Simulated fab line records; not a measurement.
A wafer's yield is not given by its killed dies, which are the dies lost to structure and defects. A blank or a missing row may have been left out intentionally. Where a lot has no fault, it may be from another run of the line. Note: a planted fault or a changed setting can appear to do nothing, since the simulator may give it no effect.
Check of tool commonality -- flow sky130 -- Sample size 15 lots and 45 wafers

== WHY IT WAS OPENED ==
Of 15 lots, 3 have the reading LDD_P_TW flagged at SKY_LDD_P_TW_MEAS_11. Wafers without a fault read 639, standard deviation 4.2.
Rule: a lot is flagged when every wafer of it that has a number lies more than 4 standard deviations from that mean, or none has a number. The rest of the lots are taken to be sound.

lot,measured,on,"LDD_P_TW, wafer by wafer",flag
L515,day 19 03:42,film metro-04,636 637 638,
L517,day 20 03:09,film metro-03,642 643 643,
L518,day 20 05:01,film metro-04,636 640 641,
L520,day 21 11:43,film metro-04,632 632 634,
L521,day 21 21:01,film metro-03,30 30 30,FLAGGED
L522,day 22 06:16,film metro-03,30 30 30,FLAGGED
L523,day 22 16:22,film metro-04,30 30 30,FLAGGED
L524,day 22 19:10,film metro-03,638 636 637,
L527,day 24 04:52,film metro-04,639 642 641,
L530,day 25 07:16,film metro-04,638 635 632,
L531,day 25 09:50,film metro-03,632 640 634,
L535,day 26 12:47,film metro-03,645 639 637,
L534,day 26 14:16,film metro-03,641 642 640,
L536,day 26 18:31,film metro-04,636 633 633,
L537,day 27 20:19,film metro-03,644 639 642,
Flagged lots average 30: -609 relative to the usual, that is -99 or more standard deviations.

== TOOL THAT RAN EACH LOT ==
The record holds 2 process steps before the reading, out of a route of 708 steps. Every cell lists first the tool, next ch and the chambers used by the sampled wafers, and last the start.
lot,flag,SKY_LDD_N_STRIP_16,SKY_LDD_P_STRIP_10
L515,,"plasma asher-04 ch 0,1, day 17 20:56","plasma asher-04 ch 0,1, day 19 03:36"
L517,,"plasma asher-01 ch 0,1, day 18 20:02","plasma asher-04 ch 0,1, day 20 03:03"
L518,,"plasma asher-04 ch 0,1, day 18 22:03","plasma asher-02 ch 0,1, day 20 04:54"
L520,,"plasma asher-04 ch 0,1, day 20 05:12","plasma asher-03 ch 0,1, day 21 11:36"
L521,FLAGGED,"plasma asher-01 ch 0,1, day 20 14:53","plasma asher-03 ch 0,1, day 21 20:55"
L522,FLAGGED,"plasma asher-04 ch 0,1, day 20 23:57","plasma asher-04 ch 0,1, day 22 06:10"
L523,FLAGGED,"plasma asher-02 ch 0,1, day 21 09:17","plasma asher-02 ch 0,1, day 22 16:17"
L524,,"plasma asher-04 ch 0,1, day 21 12:54","plasma asher-03 ch 0, day 22 19:04"
L527,,"plasma asher-01 ch 0,1, day 22 22:44","plasma asher-02 ch 0,1, day 24 04:45"
L530,,"plasma asher-01 ch 0,1, day 24 01:31","plasma asher-04 ch 0,1, day 25 07:11"
L531,,"plasma asher-01 ch 0,1, day 24 04:01","plasma asher-02 ch 0,1, day 25 09:45"
L535,,"plasma asher-01 ch 0,1, day 25 07:05","plasma asher-04 ch 0,1, day 26 12:40"
L534,,"plasma asher-04 ch 0,1, day 25 08:12","plasma asher-03 ch 0,1, day 26 14:10"
L536,,"plasma asher-04 ch 0,1, day 25 13:09","plasma asher-03 ch 0,1, day 26 18:25"
L537,,"plasma asher-02 ch 0,1, day 26 14:48","plasma asher-03 ch 0,1, day 27 20:13"
What is done by these steps:
- SKY_LDD_N_STRIP_16: strips in O2/N2.
- SKY_LDD_P_STRIP_10: strips in O2/N2.
- SKY_LDD_P_TW_MEAS_11

== FLAGGED OVER TOTAL, TOOL BY TOOL (the gauges that took the reading come last) ==
step,tool,lots run,flagged,share of the flagged lots,sound lots run after its first flagged lot
SKY_LDD_N_STRIP_16,plasma asher-01,6,1,some,"4 (L527,L530,L531,L535)"
SKY_LDD_N_STRIP_16,plasma asher-02,2,1,some,1 (L537)
SKY_LDD_N_STRIP_16,plasma asher-04,7,1,some,"3 (L524,L534,L536)"
SKY_LDD_P_STRIP_10,plasma asher-02,4,1,some,"2 (L527,L531)"
SKY_LDD_P_STRIP_10,plasma asher-03,6,1,some,"4 (L524,L534,L536,L537)"
SKY_LDD_P_STRIP_10,plasma asher-04,5,1,some,"2 (L530,L535)"
SKY_LDD_P_TW_MEAS_11,film metro-03,8,2,some,"5 (L524,L531,L535,L534,L537)"
SKY_LDD_P_TW_MEAS_11,film metro-04,7,1,some,"3 (L527,L530,L536)"

== WHAT IS ALLOWED BY THE TABLE ==
No row of the table ran every flagged lot.

== WHAT HAD BEEN PUT IN BY THE SIMULATOR ==
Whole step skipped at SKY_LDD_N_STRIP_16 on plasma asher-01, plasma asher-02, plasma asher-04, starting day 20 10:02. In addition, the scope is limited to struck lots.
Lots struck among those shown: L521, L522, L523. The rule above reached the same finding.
